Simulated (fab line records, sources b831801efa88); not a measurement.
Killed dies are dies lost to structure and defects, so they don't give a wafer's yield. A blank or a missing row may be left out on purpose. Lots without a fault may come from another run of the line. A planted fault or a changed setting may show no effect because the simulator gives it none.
fab line records | flow gf180mcu
record lots=6 wafers=18 last_day=34
route steps=602 shown LVPWELL@63 MVSD@66 MVPSD@78 VT_IMPLANT@90
lots that met no fault: from a run of the same line without faults
start_h: hours from the record's first day to the start of the lot's first wafer shown | wait_h: hours since the lot's step before | " the same as in the row above | L1.1+2: a row that stands for several wafers | - no value, or no start given | * or withheld: withheld | < > ~ a bound
route shown NAME@n: a module of which the file shows steps, and the number in the route of the first | usual: mean/standard deviation of fault-free wafers | same: alike in all rows | chamber/n: place in a boat | sites: the reading at each site | _std_site: their standard deviation | _edge_site: outer sites' mean less inner sites' | radius_mm: how far each site lies from the wafer's centre | mask NAME#n: copy n | behind: the tool/chamber that last shaped the wafer | hold: why the lot was held/for how many hours/how that ended | device: the transistor (n, p or np) that didn't switch | end of line: the same wafers' tests at the end of the route | a step without rows: its recipe alone | killed: dies lost to structure and defects at the first sort, not the wafer's yield | map: a wafer's dies, x killed, . not, _ none there
set.NAME: the setting as run; set.NAME@STEP: as run at that earlier step | model.NAME: the simulator's own value behind a step, which no gauge read
lots at some steps of the route; a table a step, a row a wafer
services: from which hour (start_h, from the record's first day; less than 0 if before it) a tool's chamber was out of use, for how many hours, and why
## steps
# step GF_LVPWELL_IMPLANT_09
# recipe species=B energy_kev=60 dose_cm2=5e+12 tilt_deg=0
# step GF_LVPWELL_STRIP_10
# recipe chemistry=O2/N2 power_w=1400 pressure_mtorr=1500 platen_temp_c=250 o2_flow_sccm=3000 n2_flow_sccm=300 overash_fraction=0.5
# usual drypump_motor_current_A=5.8/0.34 heater_power_w=295/13 oes_product_au=0.722/0.0048 strip_time_to_endpoint_s=36.87/0.12
# columns lot.wafer tool chamber start_h wait_h drypump_motor_current_A heater_power_w oes_product_au rf_hours_counter_h strip_time_to_endpoint_s
L280.1 plasma_asher-01 0 115.65 0.1 6.1 314 0.713 48 36.76
L280.2 " 1 " " 6.2 283 0.729 48 36.87
L280.5 " 1 " " 6.2 291 0.724 - 36.85
L282.3 plasma_asher-02 1 124.69 0.1 6.1 286 0.718 - 36.95
L282.4 " 0 " " 5.3 286 0.716 - 37.05
L282.5 " 1 " " 6.1 287 0.722 - 37.01
L284.1 plasma_asher-02 0 138.23 0.1 5.3 290 0.721 2 36.86
L284.2 " 1 " " 6.1 286 0.725 2 36.84
L284.6 " 1 " " 6.1 283 0.719 - 36.93
L287.1 plasma_asher-01 1 154.24 0.1 6.2 286 0.723 52 36.78
L287.4 " 1 " " 6.2 284 0.728 - 36.78
L287.6 " 1 " " 6.2 284 0.722 - 36.84
L292.3 plasma_asher-02 0 181.38 0.1 5.3 279 0.723 - 36.77
L292.5 " 0 " " 5.3 285 0.724 - 36.86
L292.6 " 1 " " 6.1 294 0.720 - 36.80
L294.3 plasma_asher-02 1 193.59 0.1 6.1 283 0.719 - 36.96
L294.4 " 0 " " 5.3 277 0.722 - 37.02
L294.5 " 1 " " 6.1 288 0.722 - 36.91
# step GF_LVPWELL_TW_MEAS_11
# usual LVPWELL_TW=564.4/2.4
# columns lot.wafer tool chamber start_h wait_h LVPWELL_TW
L280.1 film_metro-01 - 115.75 0.1 562.7
L280.2 " - " " 563.7
L280.5 " - " " 566.4
L282.3 film_metro-02 - 124.78 0.1 562.7
L282.4 " - " " 563.3
L282.5 " - " " 563.6
L284.1 film_metro-01 - 138.33 0.1 559.4
L284.2 " - " " 562.6
L284.6 " - " " 564.3
L287.1 film_metro-03 - 154.34 0.1 562.4
L287.4 " - " " 562.7
L287.6 " - " " 563.4
L292.3 film_metro-02 - 181.46 0.1 564.3
L292.5 " - " " 564.6
L292.6 " - " " 566.7
L294.3 film_metro-02 - 193.68 0.1 567.0
L294.4 " - " " 565.9
L294.5 " - " " 566.2
# step GF_MVSD_DEHYDRATE_00
# recipe temp_c=200 time_s=60
# step GF_MVSD_HMDS_01
# recipe prime_time_s=60 prime_temp_c=120
# step GF_MVSD_COAT_02
# recipe spin_rpm=2000 resist_thk_nm=3000
# step GF_MVSD_SOFTBAKE_03
# recipe temp_c=110 time_s=withheld
# step GF_MVSD_EXPOSE_04
# recipe mask_id=MVSD target_cd_nm=1000 na=0.6 source_shape=conventional sigma_outer=0.6 dose_mj=260
# step GF_MVSD_PEB_05
# recipe temp_c=115 time_s=withheld
# step GF_MVSD_DEVELOP_06
# recipe wall_angle_deg=90 develop_time_s=61.14 dev_temp_c=23
# step GF_MVSD_OVL_MEAS_07
# usual MVSD_OVL=0.4/1.2
# columns lot.wafer tool chamber start_h wait_h MVSD_OVL[nm]
L280.1 overlay-02 - 129.48 - -0.6
L280.2 " - " " -1.1
L280.5 " - " " -0.6
L282.3 overlay-01 - 140.11 - 1.6
L282.4 " - " " 2.0
L282.5 " - " " 2.0
L284.1 overlay-02 - 153.21 - 2.5
L284.2 " - " " 0.5
L284.6 " - " " 1.8
L287.1 overlay-02 - 170.67 - 2.3
L287.4 " - " " -0.2
L287.6 " - " " 0.4
L292.3 overlay-02 - 198.09 - 1.7
L292.5 " - " " 0.4
L292.6 " - " " -0.1
L294.3 overlay-02 - 211.31 - -0.9
L294.4 " - " " 0.1
L294.5 " - " " -0.5
# step GF_MVSD_IMPLANT_08
# recipe species=P energy_kev=400 dose_cm2=1.6e+13 tilt_deg=0
# step GF_MVSD_IMPLANT_09
# recipe species=P energy_kev=100 dose_cm2=5e+12 tilt_deg=0
# usual dose_ions_cm2=5e+12/5.6e+09 faraday_current_uA=28.1/0.54
# columns lot.wafer tool chamber start_h wait_h dose_ions_cm2 faraday_current_uA
L280.1 implanter-02 0 129.66 0.1 4.997e+12 28.2
L280.2 " 0 " " 4.99e+12 28.2
L280.5 " 0 " " 4.999e+12 28.6
L282.3 implanter-01 0 140.33 0.1 4.997e+12 28.8
L282.4 " 0 " " 4.999e+12 27.8
L282.5 " 0 " " 5.002e+12 27.6
L284.1 implanter-01 0 153.39 0.1 4.989e+12 28.9
L284.2 " 0 " " 4.997e+12 28.6
L284.6 " 0 " " 4.997e+12 28.4
L287.1 implanter-02 0 170.86 0.1 5.46e+12 31.9
L287.4 " 0 " " 5.47e+12 31.2
L287.6 " 0 " " 5.467e+12 30.5
L292.3 implanter-02 0 198.31 0.1 5.465e+12 30.7
L292.5 " 0 " " 5.466e+12 31.6
L292.6 " 0 " " 5.466e+12 30.4
L294.3 implanter-01 0 211.53 0.1 4.997e+12 28.5
L294.4 " 0 " " 5e+12 28.1
L294.5 " 0 " " 5.001e+12 27.4
# step GF_MVSD_STRIP_10
# recipe chemistry=O2/N2 power_w=1400 pressure_mtorr=1500 platen_temp_c=250 o2_flow_sccm=3000 n2_flow_sccm=300 overash_fraction=0.5
# usual drypump_motor_current_A=5.7/0.46 heater_power_w=298/16 oes_product_au=0.723/0.0043 strip_time_to_endpoint_s=37.04/0.098
# columns lot.wafer tool chamber start_h wait_h drypump_motor_current_A heater_power_w oes_product_au rf_hours_counter_h strip_time_to_endpoint_s
L280.1 plasma_asher-02 1 129.81 0.1 6.1 288 0.722 1 37.03
L280.2 " 0 " " 5.3 285 0.722 1 36.95
L280.5 " 0 " " 5.4 285 0.722 - 37.03
L282.3 plasma_asher-01 0 140.47 0.1 6.1 313 0.726 - 37.29
L282.4 " 1 " " 6.2 281 0.720 - 37.27
L282.5 " 0 " " 6.0 318 0.723 - 37.30
L284.1 plasma_asher-04 0 153.54 0.1 4.9 321 0.720 38 37.02
L284.2 " 1 " " 5.7 303 0.724 38 37.01
L284.6 " 0 " " 4.9 317 0.716 - 37.02
L287.1 plasma_asher-02 1 171.01 0.1 6.1 295 0.720 5 36.98
L287.4 " 1 " " 6.1 290 0.723 - 36.89
L287.6 " 0 " " 5.4 288 0.731 - 36.90
L292.3 plasma_asher-01 0 198.44 0.1 6.1 317 0.723 - 36.92
L292.5 " 0 " " 6.1 315 0.732 - 37.00
L292.6 " 1 " " 6.2 276 0.717 - 37.00
L294.3 plasma_asher-02 1 211.66 0.1 6.1 291 0.720 - 37.05
L294.4 " 0 " " 5.3 287 0.717 - 36.94
L294.5 " 1 " " 6.1 283 0.725 - 36.96
# step GF_MVSD_TW_MEAS_11
# usual MVSD_TW=1593/7.6
# columns lot.wafer tool chamber start_h wait_h MVSD_TW
L280.1 film_metro-01 - 129.91 0.1 1572
L280.2 " - " " 1580
L280.5 " - " " 1583
L282.3 film_metro-03 - 140.55 0.1 1589
L282.4 " - " " 1595
L282.5 " - " " 1594
L284.1 film_metro-03 - 153.64 0.1 1604
L284.2 " - " " 1585
L284.6 " - " " 1590
L287.1 film_metro-03 - 171.11 0.1 1599
L287.4 " - " " 1603
L287.6 " - " " 1610
L292.3 film_metro-03 - 198.53 0.1 1603
L292.5 " - " " 1606
L292.6 " - " " 1610
L294.3 film_metro-02 - 211.75 0.1 1578
L294.4 " - " " 1588
L294.5 " - " " 1586
# step GF_MVPSD_DEHYDRATE_00
# recipe temp_c=200 time_s=60
# step GF_MVPSD_HMDS_01
# recipe prime_time_s=60 prime_temp_c=120
# step GF_MVPSD_COAT_02
# recipe spin_rpm=2000 resist_thk_nm=3000
# step GF_MVPSD_SOFTBAKE_03
# recipe temp_c=110 time_s=withheld
# step GF_MVPSD_EXPOSE_04
# recipe mask_id=MVPSD target_cd_nm=1000 na=0.6 source_shape=conventional sigma_outer=0.6 dose_mj=260
# step GF_MVPSD_PEB_05
# recipe temp_c=115 time_s=withheld
# step GF_MVPSD_DEVELOP_06
# recipe wall_angle_deg=90 develop_time_s=60 dev_temp_c=23
# step GF_MVPSD_OVL_MEAS_07
# usual MVPSD_OVL=0.5/1.4
# columns lot.wafer tool chamber start_h wait_h MVPSD_OVL[nm]
L280.1 overlay-02 - 144.80 - -1.5
L280.2 " - " " -1.1
L280.5 " - " " -0.3
L282.3 overlay-02 - 156.44 - -1.1
L282.4 " - " " -0.6
L282.5 " - " " -1.0
L284.1 overlay-02 - 170.02 - -0.5
L284.2 " - " " 2.2
L284.6 " - " " 0.5
L287.1 overlay-01 - 187.27 - 2.2
L287.4 " - " " -0.2
L287.6 " - " " -0.9
L292.3 overlay-01 - 215.04 - 1.0
L292.5 " - " " 2.9
L292.6 " - " " 3.0
L294.3 overlay-02 - 228.81 - -0.6
L294.4 " - " " -1.6
L294.5 " - " " 1.3
# step GF_MVPSD_IMPLANT_08
# recipe species=B energy_kev=170 dose_cm2=1.5e+13 tilt_deg=0
# step GF_MVPSD_IMPLANT_09
# recipe species=B energy_kev=40 dose_cm2=5e+12 tilt_deg=0
# step GF_MVPSD_STRIP_10
# recipe chemistry=O2/N2 power_w=1400 pressure_mtorr=1500 platen_temp_c=250 o2_flow_sccm=3000 n2_flow_sccm=300 overash_fraction=0.5
# usual drypump_motor_current_A=5.6/0.35 heater_power_w=299/14 oes_product_au=0.722/0.004 strip_time_to_endpoint_s=37.06/0.096
# columns lot.wafer tool chamber start_h wait_h drypump_motor_current_A heater_power_w oes_product_au rf_hours_counter_h strip_time_to_endpoint_s
L280.1 plasma_asher-03 1 145.13 0.1 5.5 321 0.721 51 37.02
L280.2 " 0 " " 5.9 290 0.728 51 36.91
L280.5 " 0 " " 5.9 301 0.721 - 36.95
L282.3 plasma_asher-02 1 156.79 0.1 6.1 288 0.725 - 37.10
L282.4 " 0 " " 5.3 288 0.727 - 37.05
L282.5 " 1 " " 6.1 283 0.715 - 37.18
L284.1 plasma_asher-04 1 170.36 0.1 5.7 298 0.728 40 37.04
L284.2 " 0 " " 4.9 318 0.728 40 37.03
L284.6 " 0 " " 4.9 313 0.726 - 37.16
L287.1 plasma_asher-04 0 187.61 0.1 4.9 322 0.719 42 37.14
L287.4 " 0 " " 4.9 320 0.723 - 37.03
L287.6 " 1 " " 5.7 305 0.719 - 37.10
L292.3 plasma_asher-03 1 215.39 0.1 5.5 317 0.723 - 36.93
L292.5 " 0 " " 5.9 297 0.717 - 36.89
L292.6 " 1 " " 5.5 317 0.722 - 36.95
L294.3 plasma_asher-02 0 229.16 0.1 5.3 282 0.723 - 37.03
L294.4 " 1 " " 6.1 277 0.724 - 37.00
L294.5 " 1 " " 6.1 285 0.723 - 37.06
# step GF_MVPSD_TW_MEAS_11
# usual MVPSD_TW=558.8/2.7
# columns lot.wafer tool chamber start_h wait_h MVPSD_TW
L280.1 film_metro-01 - 145.23 0.1 557.8
L280.2 " - " " 551.0
L280.5 " - " " 556.4
L282.3 film_metro-01 - 156.88 0.1 555.6
L282.4 " - " " 561.0
L282.5 " - " " 556.3
L284.1 film_metro-03 - 170.46 0.1 563.8
L284.2 " - " " 558.8
L284.6 " - " " 561.1
L287.1 film_metro-01 - 187.71 0.1 555.8
L287.4 " - " " 556.7
L287.6 " - " " 557.2
L292.3 film_metro-01 - 215.48 0.1 556.0
L292.5 " - " " 556.0
L292.6 " - " " 558.4
L294.3 film_metro-02 - 229.25 0.1 559.5
L294.4 " - " " 559.7
L294.5 " - " " 560.8
# step GF_VT_IMPLANT_DEHYDRATE_00
# recipe temp_c=200 time_s=60
# step GF_VT_IMPLANT_HMDS_01
# recipe prime_time_s=60 prime_temp_c=120
# step GF_VT_IMPLANT_COAT_02
# recipe resist=NOVOLAK spin_rpm=3000 resist_thk_nm=1000
# step GF_VT_IMPLANT_SOFTBAKE_03
# recipe temp_c=90 time_s=60 resist=NOVOLAK
# step GF_VT_IMPLANT_EXPOSE_04
# recipe mask_id=LVPWELL_LV_AREA target_cd_nm=600 na=0.6 source_shape=conventional sigma_outer=0.6 dose_mj=140
# step GF_VT_IMPLANT_PEB_05
# recipe temp_c=withheld time_s=* resist=NOVOLAK
# step GF_VT_IMPLANT_DEVELOP_06
# recipe develop_time_s=60 dev_temp_c=23
# step GF_VT_IMPLANT_OVL_MEAS_07
# usual VT_IMPLANT_OVL=-0.3/1.4
# columns lot.wafer tool chamber start_h wait_h VT_IMPLANT_OVL[nm]
L280.1 overlay-01 - 160.67 0.1 0.3
L280.2 " - " " 0.5
L280.5 " - " " -1.7
L282.3 overlay-01 - 173.28 0.1 1.5
L282.4 " - " " 1.9
L282.5 " - " " 1.5
L284.1 overlay-01 - 186.27 0.1 0.0
L284.2 " - " " 1.5
L284.6 " - " " 0.1
L287.1 overlay-01 - 204.52 0.1 0.5
L287.4 " - " " -3.4
L287.6 " - " " -0.1
L292.3 overlay-01 - 233.07 0.1 0.4
L292.5 " - " " 3.2
L292.6 " - " " 0.2
L294.3 overlay-02 - 247.67 0.1 -1.2
L294.4 " - " " 0.5
L294.5 " - " " -2.0
# step GF_VT_IMPLANT_IMPLANT_08
# recipe species=BF2 energy_kev=20.16 dose_cm2=8.29e+12 tilt_deg=7
# step GF_VT_IMPLANT_STRIP_09
# recipe chemistry=O2/N2 power_w=1400 pressure_mtorr=1500 platen_temp_c=250 o2_flow_sccm=3000 n2_flow_sccm=300 overash_fraction=0.5
# usual drypump_motor_current_A=5.6/0.42 heater_power_w=306/14 oes_product_au=0.716/0.0043 strip_time_to_endpoint_s=12.66/0.038
# columns lot.wafer tool chamber start_h wait_h drypump_motor_current_A heater_power_w oes_product_au rf_hours_counter_h strip_time_to_endpoint_s
L280.1 plasma_asher-03 0 160.86 0.1 5.9 294 0.717 52 12.70
L280.2 " 1 " " 5.5 317 0.714 52 12.72
L280.5 " 0 " " 5.9 297 0.721 - 12.72
L282.3 plasma_asher-03 0 173.49 0.1 5.9 299 0.707 - 12.70
L282.4 " 1 " " 5.5 308 0.716 - 12.71
L282.5 " 1 " " 5.5 322 0.715 - 12.73
L284.1 plasma_asher-03 1 186.46 0.1 5.5 311 0.713 55 12.65
L284.2 " 0 " " 5.9 295 0.722 55 12.62
L284.6 " 0 " " 5.9 301 0.717 - 12.61
L287.1 plasma_asher-03 1 204.71 0.1 5.5 319 0.717 57 12.66
L287.4 " 1 " " 5.5 314 0.720 - 12.71
L287.6 " 0 " " 5.9 296 0.718 - 12.66
L292.3 plasma_asher-04 0 233.28 0.1 4.9 319 0.715 - 12.59
L292.5 " 0 " " 4.9 322 0.720 - 12.64
L292.6 " 1 " " 5.8 297 0.718 - 12.57
L294.3 plasma_asher-03 1 247.88 0.1 5.5 319 0.718 - 12.65
L294.4 " 0 " " 5.9 304 0.719 - 12.65
L294.5 " 1 " " 5.5 317 0.715 - 12.66
# step GF_VT_IMPLANT_TW_MEAS_10
# usual VT_IMPLANT_TW=565/9
# columns lot.wafer tool chamber start_h wait_h VT_IMPLANT_TW
L280.1 film_metro-03 - 160.96 0.1 568
L280.2 " - " " 569
L280.5 " - " " 566
L282.3 film_metro-04 - 173.58 0.1 553
L282.4 " - " " 554
L282.5 " - " " 553
L284.1 film_metro-04 - 186.56 0.1 551
L284.2 " - " " 554
L284.6 " - " " 553
L287.1 film_metro-03 - 204.81 0.1 574
L287.4 " - " " 573
L287.6 " - " " 571
L292.3 film_metro-03 - 233.36 0.1 571
L292.5 " - " " 573
L292.6 " - " " 572
L294.3 film_metro-02 - 247.96 0.1 575
L294.4 " - " " 573
L294.5 " - " " 572
# step GF_VT_IMPLANT_DEHYDRATE_11
# recipe temp_c=200 time_s=60
# step GF_VT_IMPLANT_HMDS_12
# recipe prime_time_s=60 prime_temp_c=120
# step GF_VT_IMPLANT_COAT_13
# recipe resist=NOVOLAK spin_rpm=3000 resist_thk_nm=1000
# step GF_VT_IMPLANT_SOFTBAKE_14
# recipe temp_c=90 time_s=60 resist=NOVOLAK
# step GF_VT_IMPLANT_RS_MEAS_46
# recipe thk_meas_gauge=four-point-probe
# usual MVSD_RS=457.0/1.2
# columns lot.wafer tool chamber start_h wait_h MVSD_RS[ohm/sq]
L280.1 film_metro-02 - 212.42 0.1 458.3
L280.2 " - " " 457.3
L280.5 " - " " 457.6
L282.3 film_metro-02 - 225.55 0.1 457.8
L282.4 " - " " 458.4
L282.5 " - " " 458.4
L284.1 film_metro-01 - 239.52 0.1 454.0
L284.2 " - " " 455.1
L284.6 " - " " 454.9
L287.1 film_metro-03 - 259.15 0.1 450.3
L287.4 " - " " 452.8
L287.6 " - " " 451.0
L292.3 film_metro-01 - 292.34 0.1 450.2
L292.5 " - " " 451.1
L292.6 " - " " 451.5
L294.3 film_metro-01 - 305.66 0.1 455.7
L294.4 " - " " 456.4
L294.5 " - " " 455.9
## services
# columns tool chamber start_h hours kind
plasma_asher-02 - 108.75 9.0 pm
plasma_asher-02 0 108.75 9.0 vent_cycle
plasma_asher-02 1 108.75 9.0 vent_cycle
plasma_asher-02 0 117.75 - clean
plasma_asher-02 1 117.75 - clean
implanter-01 - 121.44 5.0 pm
implanter-01 - 150.26 2.9 repair
implanter-01 - 216.04 3.6 repair
implanter-01 - 221.51 3.7 pm
implanter-02 - 230.71 2.2 repair
plasma_asher-02 - 247.42 14.6 pm
## key
first_sign step=GF_MVSD_IMPLANT_09 reading=dose_ions_cm2 direction=up sigmas=83 usual=5e+12 struck=5.466e+12
effect step=GF_MVSD_IMPLANT_09 reading=faraday_current_uA direction=up sigmas=5.4 usual=28.1 struck=31.1
effect step=GF_MVSD_TW_MEAS_11 reading=MVSD_TW direction=up sigmas=1.5 usual=1593 struck=1605
effect step=GF_VT_IMPLANT_RS_MEAS_46 reading=MVSD_RS direction=down sigmas=4.6 usual=457.0 struck=451.2
met_at GF_MVSD_IMPLANT_09
struck_wafers L287.1,L287.4,L287.6,L292.3,L292.5,L292.6
tester_left_out L287,L292
onset_between 129.66 170.86
fault kind=process_parameter_drift tool=implanter-02 chamber=- onset_h=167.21 steps=GF_MVSD_IMPLANT_09 channel=dose_cm2 offset=4.646e+11 shape=step end_h=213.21 acts_in=these_recipes_only stated=5e+12
# tester_left_out: of these lots the tester's yield and bins aren't shown, on N5 and GAA mostly nor the transistor test; their killed dies are dies lost to structure and defects alone, not to doping, threshold or leakage, so they don't give the yield
